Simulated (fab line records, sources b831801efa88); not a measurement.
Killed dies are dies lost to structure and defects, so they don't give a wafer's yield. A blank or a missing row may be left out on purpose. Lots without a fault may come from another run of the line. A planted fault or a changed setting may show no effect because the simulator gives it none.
fab line records | flow sky130
record lots=13 wafers=39 last_day=50
route steps=708 shown CONTACT@428 METAL4@632 VIA4@660 PAD_OPEN@708
lots that met no fault: from a run of the same line without faults
start_h: hours from the record's first day to the start of the lot's first wafer shown | wait_h: hours since the lot's step before | " the same as in the row above | L1.1+2: a row that stands for several wafers | - no value, or no start given | * or withheld: withheld | < > ~ a bound
route shown NAME@n: a module of which the file shows steps, and the number in the route of the first | usual: mean/standard deviation of fault-free wafers | same: alike in all rows | chamber/n: place in a boat | sites: the reading at each site | _std_site: their standard deviation | _edge_site: outer sites' mean less inner sites' | radius_mm: how far each site lies from the wafer's centre | mask NAME#n: copy n | behind: the tool/chamber that last shaped the wafer | hold: why the lot was held/for how many hours/how that ended | device: the transistor (n, p or np) that didn't switch | end of line: the same wafers' tests at the end of the route | a step without rows: its recipe alone | killed: dies lost to structure and defects at the first sort, not the wafer's yield | map: a wafer's dies, x killed, . not, _ none there
set.NAME: the setting as run; set.NAME@STEP: as run at that earlier step | model.NAME: the simulator's own value behind a step, which no gauge read
steps of the route over a sample of lots; a table a step, a row a wafer
services: from which hour (start_h, from the record's first day; less than 0 if before it) a tool's chamber was out of use, for how many hours, and why
## steps
# step SKY_CONTACT_CLEAN_22
# recipe chemistry=O3/DIW dry=n2_spin
# columns lot.wafer tool chamber start_h wait_h
L172.3+4+5 wet_bench-01 1 735.18 0.0
L174.2+4+5 wet_bench-01 0 744.76 0.0
L175.4+5+6 wet_bench-02 1 753.49 0.0
L176.1+3+6 wet_bench-02 3 767.11 0.0
L178.1+3+5 wet_bench-01 1 778.10 0.0
L181.1+4+6 wet_bench-02 0 806.25 0.0
L183.1+2+6 wet_bench-01 0 825.92 0.0
L185.1+2+6 wet_bench-02 1 835.97 0.0
L186.1+5+6 wet_bench-03 1 845.65 0.0
L187.2+4+5 wet_bench-01 3 848.01 0.0
L190.1+3+5 wet_bench-02 2 876.81 0.0
L191.1+4+6 wet_bench-01 1 882.35 0.0
L194.1+2+5 wet_bench-01 0 901.88 0.0
# step SKY_METAL4_ETCH_16
# recipe chemistry=N2/H2 target=BARC ion_energy_ev=200 bias_w=100 pressure_mtorr=30 n2_flow_sccm=100 h2_flow_sccm=200 icp_w=500 stop_on=SiO2 time_s=88.2 target_depth_a=600
# usual drypump_motor_current_A=5.8/0.31 oes_product_au=0.626/0.0051 rf_fwd_power_W=497.2/1.6 throttle_valve_pct=13.205/0.0089
# columns lot.wafer tool chamber start_h wait_h drypump_motor_current_A oes_product_au rf_fwd_power_W rf_hours_counter_h throttle_valve_pct
L172.3 rie_metal-03 1 978.49 0.1 5.8 0.629 496.1 - 13.201
L172.4 " 1 " " 5.8 0.628 498.5 - 13.193
L172.5 " 1 " " 5.8 0.629 497.2 - 13.223
L174.2 rie_metal-02 1 985.94 0.0 5.8 0.620 498.7 16 13.187
L174.4 " 0 " " 5.5 0.627 495.7 - 13.200
L174.5 " 1 " " 5.8 0.628 498.3 - 13.200
L175.4 rie_metal-03 1 993.40 0.1 5.8 0.627 494.9 - 13.217
L175.5 " 1 " " 5.8 0.626 492.6 - 13.204
L175.6 " 1 " " 5.8 0.628 495.4 - 13.208
L176.1 rie_metal-01 1 1006.02 0.0 5.5 0.625 496.2 17 13.192
L176.3 " 0 " " 5.7 0.631 495.9 - 13.211
L176.6 " 1 " " 5.5 0.624 498.4 - 13.196
L178.1 rie_metal-02 0 1015.65 0.0 5.5 0.617 497.6 9 13.187
L178.3 " 1 " " 5.8 0.622 498.5 - 13.208
L178.5 " 0 " " 5.4 0.628 500.3 - 13.200
L181.1 rie_metal-03 1 1038.39 0.0 5.8 0.623 499.7 7 13.213
L181.4 " 0 " " 6.4 0.632 494.7 - 13.202
L181.6 " 1 " " 5.8 0.628 497.2 - 13.202
L183.1 rie_metal-01 0 1056.55 0.0 5.7 0.623 500.3 0 13.197
L183.2 " 1 " " 5.4 0.619 498.4 19 13.208
L183.6 " 1 " " 5.5 0.621 501.5 - 13.197
L185.1 rie_metal-01 1 1062.95 0.0 5.4 0.617 495.3 20 13.183
L185.2 " 0 " " 5.7 0.627 497.2 1 13.214
L185.6 " 0 " " 5.7 0.623 497.6 - 13.205
L186.1 rie_metal-03 0 1072.40 0.0 6.4 0.625 493.9 5 13.203
L186.5 " 0 " " 6.4 0.629 496.6 - 13.191
L186.6 " 1 " " 5.8 0.633 495.4 - 13.206
L187.2 rie_metal-02 1 1073.94 0.0 5.8 0.624 495.7 22 13.206
L187.4 " 1 " " 5.8 0.627 495.9 - 13.221
L187.5 " 0 " " 5.5 0.615 496.5 - 13.207
L190.1 rie_metal-03 1 1100.28 0.0 5.8 0.632 495.8 11 13.205
L190.3 " 0 " " 6.4 0.626 497.4 - 13.196
L190.5 " 1 " " 5.8 0.629 496.4 - 13.219
L191.1 rie_metal-01 1 1100.69 0.0 5.4 0.632 496.4 22 13.200
L191.4 " 1 " " 5.5 0.619 496.2 - 13.210
L191.6 " 1 " " 5.5 0.627 496.1 - 13.213
L194.1 rie_metal-03 0 1117.80 0.0 6.4 0.621 497.2 8 13.214
L194.2 " 1 " " 5.8 0.624 498.4 13 13.199
L194.5 " 0 " " 6.4 0.628 497.5 - 13.223
# step SKY_METAL4_STRIP_19
# recipe chemistry=O2/N2 power_w=1400 pressure_mtorr=1500 platen_temp_c=withheld o2_flow_sccm=3000 n2_flow_sccm=300 overash_fraction=0.5
# usual drypump_motor_current_A=5.7/0.32 oes_product_au=0.503/0.0061 strip_time_to_endpoint_s=6.54/0.1
# columns lot.wafer tool chamber start_h wait_h drypump_motor_current_A oes_product_au rf_hours_counter_h strip_time_to_endpoint_s
L172.3 plasma_asher-03 1 978.85 0.1 5.3 0.488 - 6.40
L172.4 " 0 " " 5.9 0.494 - 6.51
L172.5 " 0 " " 5.9 0.489 - 6.43
L174.2 plasma_asher-03 1 986.24 0.1 5.2 0.502 80 6.58
L174.4 " 1 " " 5.2 0.499 - 6.56
L174.5 " 1 " " 5.3 0.496 - 6.59
L175.4 plasma_asher-04 0 993.73 0.1 5.7 0.506 - 6.40
L175.5 " 0 " " 5.6 0.502 - 6.55
L175.6 " 1 " " 6.2 0.495 - 6.38
L176.1 plasma_asher-04 0 1006.32 0.1 5.7 0.498 27 6.55
L176.3 " 1 " " 6.1 0.510 - 6.43
L176.6 " 1 " " 6.1 0.503 - 6.61
L178.1 plasma_asher-03 1 1015.95 0.1 5.3 0.489 83 6.48
L178.3 " 0 " " 5.9 0.508 - 6.52
L178.5 " 0 " " 5.9 0.510 - 6.67
L181.1 plasma_asher-03 0 1038.86 0.3 5.9 0.497 86 6.39
L181.4 " 1 " " 5.3 0.494 - 6.45
L181.6 " 0 " " 5.9 0.494 - 6.39
L183.1 plasma_asher-02 0 1056.85 0.1 5.3 0.497 61 6.54
L183.2 " 1 " " 5.4 0.501 61 6.62
L183.6 " 0 " " 5.3 0.504 - 6.57
L185.1 plasma_asher-03 0 1063.25 0.1 5.9 0.510 88 6.66
L185.2 " 1 " " 5.3 0.496 88 6.40
L185.6 " 0 " " 5.9 0.510 - 6.70
L186.1 plasma_asher-03 1 1072.70 0.1 5.3 0.497 89 6.51
L186.5 " 0 " " 5.9 0.507 - 6.47
L186.6 " 1 " " 5.2 0.506 - 6.53
L187.2 plasma_asher-03 0 1074.24 0.1 5.9 0.500 89 6.55
L187.4 " 1 " " 5.3 0.501 - 6.57
L187.5 " 1 " " 5.3 0.500 - 6.48
L190.1 plasma_asher-03 1 1100.58 0.1 5.3 0.510 92 6.67
L190.3 " 1 " " 5.3 0.495 - 6.38
L190.5 " 0 " " 5.9 0.500 - 6.43
L191.1 plasma_asher-02 1 1100.99 0.1 5.4 0.505 65 6.60
L191.4 " 0 " " 5.3 0.509 - 6.58
L191.6 " 1 " " 5.4 0.503 - 6.61
L194.1 plasma_asher-03 1 1118.10 0.1 5.3 0.507 93 6.66
L194.2 " 0 " " 5.9 0.503 93 6.45
L194.5 " 0 " " 5.9 0.508 - 6.58
# step SKY_VIA4_CMP_21
# recipe stop_on=SiO2 t_overpolish_s=25 down_force_psi=3.5 platen_rpm=60 target_thk_nm=0 pad_velocity_m_s=0.94248
# usual motor_current_A=10.8/1.4 overpolish_run_s=25.001/0.0088 time_to_endpoint_s=121/3.9
# columns lot.wafer tool chamber start_h wait_h motor_current_A overpolish_run_s time_to_endpoint_s
L172.4 cmp-01 0 1004.43 0.1 9.3 25.001 125
L172.3 " 1 " " 13.0 25.006 123
L172.5 " 3 " " 10.4 25.011 122
L174.2 cmp-02 2 1012.49 0.1 10.5 24.996 119
L174.4 " 0 " " 11.0 25.005 118
L174.5 " 1 " " 8.6 24.985 122
L175.4 cmp-01 2 1018.48 0.1 10.9 25.002 119
L175.5 " 1 " " 13.1 24.994 121
L175.6 " 2 " " 11.0 25.007 117
L176.1 cmp-02 2 1031.79 0.1 10.9 25.003 118
L176.3 " 3 " " 11.5 25.001 126
L176.6 " 1 " " 8.7 25.005 120
L178.1 cmp-02 1 1041.91 0.1 8.6 24.991 127
L178.3 " 2 " " 10.9 24.991 122
L178.5 " 3 " " 11.0 24.998 127
L181.4 cmp-02 3 1062.73 0.0 11.7 24.987 125
L181.1 " 2 " " 10.7 24.993 114
L181.6 " 0 " " 11.1 24.986 121
L183.2 cmp-01 2 1080.27 0.2 11.0 24.994 119
L183.1 " 3 " " 10.3 24.995 117
L183.6 " 0 " " 8.8 25.001 113
L185.1 cmp-01 1 1086.67 0.3 13.8 24.997 126
L185.2 " 2 " " 10.4 24.983 120
L185.6 " 3 " " 10.5 24.997 118
L186.1 cmp-02 2 1095.98 0.1 11.4 24.992 116
L186.6 " 1 " " 8.5 24.995 124
L186.5 " 2 " " 11.5 24.980 119
L187.2 cmp-02 1 1096.47 0.0 9.1 25.003 119
L187.4 " 2 " " 11.3 25.000 119
L187.5 " 1 " " 8.8 24.997 116
L190.1 cmp-02 2 1122.63 0.1 10.7 25.018 118
L190.3 " 0 " " 10.8 25.004 123
L190.5 " 2 " " 11.5 24.997 119
L191.4 cmp-01 3 1123.07 0.1 11.0 24.995 120
L191.1 " 0 " " 9.3 25.000 117
L191.6 " 2 " " 11.7 24.999 117
L194.2 cmp-02 2 1139.17 0.0 10.8 24.997 115
L194.1 " 3 " " 11.2 24.994 126
L194.5 " 3 " " 11.4 24.991 125
# step SKY_PAD_OPEN_PROBE_99
# usual killed_at_M0_to_M3=43/6.3 killed_at_M4_up=3.1/1.9 killed_at_contacts=24/5.1 killed_at_front_end=14/4.3 killed_at_other=0.3/0.53 killed_dies=85/8.8 killed_open=46/7.1 killed_short=38/5.9
# same gross_dies=492 killed_at_back_side=0
# columns lot.wafer tool chamber start_h wait_h killed_at_M0_to_M3 killed_at_M4_up killed_at_contacts killed_at_front_end killed_at_other killed_dies killed_open killed_short
L191.1 prober-02 - 1180.79 0.1 33 3 69 9 0 114 39 26
L191.4 prober-02 - 1180.94 0.2 42 1 70 16 0 129 45 35
L191.6 prober-02 - 1181.04 0.2 45 3 61 12 0 121 44 33
L194.1 prober-02 - 1192.93 0.1 50 1 86 17 1 155 44 50
L194.2 prober-02 - 1192.98 0.1 53 1 86 14 0 154 52 39
L194.5 prober-02 - 1193.13 0.2 26 2 75 15 0 118 41 22
# killed by level:class
L191.1 CONTACT:unspecified=49 VIA1:geometric_particle:open=10 CONTACT:geometric_particle:open=7 LI_CONTACT:geometric_particle:open=5 VIA3:geometric_particle:open=5 METAL1:geometric_particle:short=4 VIA3:geometric_particle:short=4 FIELD_ISO:geometric_particle:open=3
L191.4 CONTACT:unspecified=49 VIA1:geometric_particle:open=8 LI_CONTACT:geometric_particle:open=7 VIA2:geometric_particle:open=7 CONTACT:geometric_particle:short=6 VIA3:geometric_particle:open=6 POLY_GATE:geometric_particle:short=5 METAL2:geometric_particle:short=5
L191.6 CONTACT:unspecified=44 VIA1:geometric_particle:open=12 CONTACT:geometric_particle:open=9 METAL1:geometric_particle:short=7 VIA2:geometric_particle:open=7 VIA3:geometric_particle:open=7 POLY_GATE:geometric_particle:open=4 METAL2:geometric_particle:short=4
L194.1 CONTACT:unspecified=61 VIA2:geometric_particle:open=10 CONTACT:geometric_particle:open=9 METAL2:geometric_particle:short=7 VIA2:geometric_particle:short=7 VIA1:geometric_particle:open=6 VIA1:geometric_particle:short=6 POLY_GATE:geometric_particle:short=5
L194.2 CONTACT:unspecified=63 VIA1:geometric_particle:open=14 CONTACT:geometric_particle:open=12 METAL2:geometric_particle:short=11 METAL1:geometric_particle:short=7 LI_CONTACT:geometric_particle:open=6 POLY_GATE:geometric_particle:open=5 VIA1:geometric_particle:short=5
L194.5 CONTACT:unspecified=55 CONTACT:geometric_particle:open=7 LI_CONTACT:geometric_particle:open=6 METAL1:geometric_particle:short=6 VIA1:geometric_particle:open=6 POLY_GATE:geometric_particle:open=5 VIA3:geometric_particle:open=5 FIELD_ISO:geometric_particle:short=4
## services
# columns tool chamber start_h hours kind
cmp-01 - 716.01 1.7 repair
cmp-01 - 718.97 5.5 pm
wet_bench-01 - 730.21 3.1 repair
plasma_asher-03 - 730.35 4.8 repair
cmp-02 - 744.00 4.0 pm
cmp-02 - 771.70 7.8 repair
cmp-02 - 793.49 3.2 repair
cmp-02 - 825.09 4.3 pm
cmp-02 - 830.75 5.3 pm
cmp-02 - 842.23 0.2 repair
cmp-02 - 855.82 13.4 pm
plasma_asher-03 - 877.48 1.0 repair
plasma_asher-03 - 907.12 14.6 pm
plasma_asher-03 - 922.11 4.3 repair
cmp-02 - 936.03 0.7 repair
rie_metal-03 - 945.81 0.8 repair
plasma_asher-03 - 950.70 0.7 repair
rie_metal-03 - 1028.15 1.4 pm
cmp-02 - 1050.85 4.0 repair
cmp-02 - 1055.54 0.9 repair
cmp-02 - 1077.05 0.3 repair
cmp-02 - 1084.00 4.0 pm
cmp-02 - 1112.12 0.8 repair
wet_bench-01 - 1134.27 1.0 repair
## key
first_sign step=SKY_PAD_OPEN_PROBE_99 reading=killed_at_contacts direction=up sigmas=9.8 usual=24 struck=74
effect step=SKY_PAD_OPEN_PROBE_99 reading=killed_dies direction=up sigmas=5.3 usual=85 struck=132
met_at SKY_CONTACT_CLEAN_22
struck_lots L191,L194
tester_left_out L191,L194
not_acting_at SKY_METAL4_ETCH_16,SKY_METAL4_STRIP_19,SKY_VIA4_CMP_21
onset_between 848.01 882.35
also_fits time
fault kind=chamber_particle_source tool=wet_bench-01 chamber=- onset_h=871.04 steps=SKY_CONTACT_CLEAN_22 rate_per_visit_cm2=1.2137 end_h=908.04
# tester_left_out: of these lots the tester's yield and bins aren't shown, on N5 and GAA mostly nor the transistor test; their killed dies are dies lost to structure and defects alone, not to doping, threshold or leakage, so they don't give the yield
